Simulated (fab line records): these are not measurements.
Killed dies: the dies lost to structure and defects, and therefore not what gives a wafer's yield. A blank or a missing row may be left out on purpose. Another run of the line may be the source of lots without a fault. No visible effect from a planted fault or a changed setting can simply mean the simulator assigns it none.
Struck lot and sound lot, side by side ; flow sky130 ; 17 out of 708 route steps
Sound: these wafers, L655.1, L655.5, L655.6. Wafers struck: L660.2, L660.5, L660.6. Last of all comes the cause.
Per side, at each step with rows, come the tool, then ch with its chambers, and then its first start. Under that, the readings that differ: sound wafers ; struck wafers ; difference of the means ; sigmas: that difference in standard deviations of wafers without a fault.
alike: same words and numbers on both sides, and readings whose means sit less than 2 such deviations apart. not compared: any withheld reading, any reading some wafer has no value for, any bound like >300 that may hide the same value, and any number with overlapping values for which the record gives no deviation.
Wherever a step has rows on one side only, a row that says differs or no value, or a row with sigmas, the two part there. Non-overlapping numbers with no deviation appear without sigmas and do not part them. A reading missing from all wafers of one side parts the sides only when that side holds two or more wafers.

first, 1 step without rows for these wafers: SKY_LDD_N_IMPLANT_15.
SKY_LDD_N_STRIP_16: strips in O2/N2.
  sound on plasmaAsher-04 ch 0,1, day 17 14:25; struck on plasmaAsher-04 ch 0,1, day 19 14:10
  alike: chamberPressureMTorr, drypumpMotorCurrentA, oesProductAu, stripTimeToEndpointS
  not compared: rfHoursCounterH
SKY_LDD_N_TW_MEAS_17:
  sound on filmMetro-01 at day 17 14:31; struck on filmMetro-04 at day 19 14:17
reading;sound;struck;difference;sigmas
LDD_N_TW;2647 2630 2618;2589 2570 2590;-49;-2
then, 7 steps without rows for these wafers: SKY_LDD_P_DEHYDRATE_00 (time 60 s); SKY_LDD_P_HMDS_01 (prime time 60 s); SKY_LDD_P_COAT_02 (resist thk 1140 nm); SKY_LDD_P_SOFTBAKE_03 (time 60 s); SKY_LDD_P_EXPOSE_04 (exposes mask PSDM, target cd 380 nm); SKY_LDD_P_PEB_05; SKY_LDD_P_DEVELOP_06 (develop time 60 s).
SKY_LDD_P_CD_MEAS_07 targets a cd of 380 nm.
  sound on cdSem-02 at day 18 19:29; struck on cdSem-01 at day 20 21:09
  alike: cdNm
SKY_LDD_P_OVL_MEAS_08:
  sound on overlay-02 at day 18 19:36; struck on overlay-02 at day 20 21:16
  alike: LDD_P_OVL
SKY_LDD_P_IMPLANT_09:
  sound on implanter-01 ch 0, day 18 19:38; struck on implanter-01 ch 0, day 20 21:19
reading;sound;struck;difference;sigmas
implantIonAmu;49 49 49;11 11 11;-38;
model.implant.rpNm (nm);21.33 21.33 21.33;83.97 83.97 83.97;+62.64;
model.implant.drpNm (nm);11.41 11.41 11.41;35.62 35.62 35.62;+24.21;
SKY_LDD_P_STRIP_10: strips in O2/N2.
  sound on plasmaAsher-01 ch 0,1, day 18 19:47; struck on plasmaAsher-04 ch 0,1, day 20 21:26
reading;sound;struck;difference;sigmas
stripTimeToEndpointS (s);14.11 14.10 14.11;14.18 14.20 14.22;+0.09;+2
  alike: chamberPressureMTorr, drypumpMotorCurrentA, oesProductAu
  not compared: rfHoursCounterH
SKY_LDD_P_TW_MEAS_11:
  sound on filmMetro-02 at day 18 19:53; struck on filmMetro-04 at day 20 21:33
reading;sound;struck;difference;sigmas
LDD_P_TW;640 641 639;404 403 403;-237;-36
then, 1 step without rows for these wafers: SKY_LDD_HVN_DEHYDRATE_00 (time 60 s).
-- the record jumps here: 26 days lie between the struck wafers' starts before and after (it left off in module LDD_HVN and takes up again in module PAD_OPEN, whose first step shown is number 708 of the route) --
SKY_PAD_OPEN_PROBE_99:
  sound on prober-01 at day 45 14:42; struck on prober-02 at day 46 23:52
reading;sound;struck;difference;sigmas
model.etest.tipP.rsOhmSq;6907 6842 6915;6480 6513 6531;-380;
model.etest.pfetG5v0d10v5.rOnOhmUm;4999 4955 4906;4560 4596 4612;-364;
model.etest.pfet_01v8.rOnOhmUm;2993 2897 2910;2777 2705 2751;-189;
model.etest.pfet_01v8.driveUaUm;186.2 190.7 192.7;222.8 226.8 223.8;+34.6;
model.etest.pfet_01v8_lvt.driveUaUm;167.3 172 170.6;195.2 196.5 193.3;+25.0;
model.etest.pfetG5v0d10v5.driveUaUm;324.8 329.6 329.1;356.9 354.9 350.3;+26.2;
model.etest.pfet_01v8_hvt.driveUaUm;138.5 143.1 144.4;161 163.3 159.5;+19;
model.etest.pfet_01v8_mvt.driveUaUm;145.1 147.4 148.3;168.1 171.1 167.5;+22.0;
  alike: killed_at_M0_to_M3, killed_at_M4_up, killedAtContacts, killedAtFrontEnd, killedAtOther, killedDies, killedOnRim, killedOpen, killedShort

== WHERE THEY PART ==
Earliest at SKY_LDD_N_TW_MEAS_17; latest, in this record, at SKY_LDD_P_TW_MEAS_11. Later steps at which nothing parts them and some readings are alike: SKY_PAD_OPEN_PROBE_99.

WHY: the cause the simulator had injected
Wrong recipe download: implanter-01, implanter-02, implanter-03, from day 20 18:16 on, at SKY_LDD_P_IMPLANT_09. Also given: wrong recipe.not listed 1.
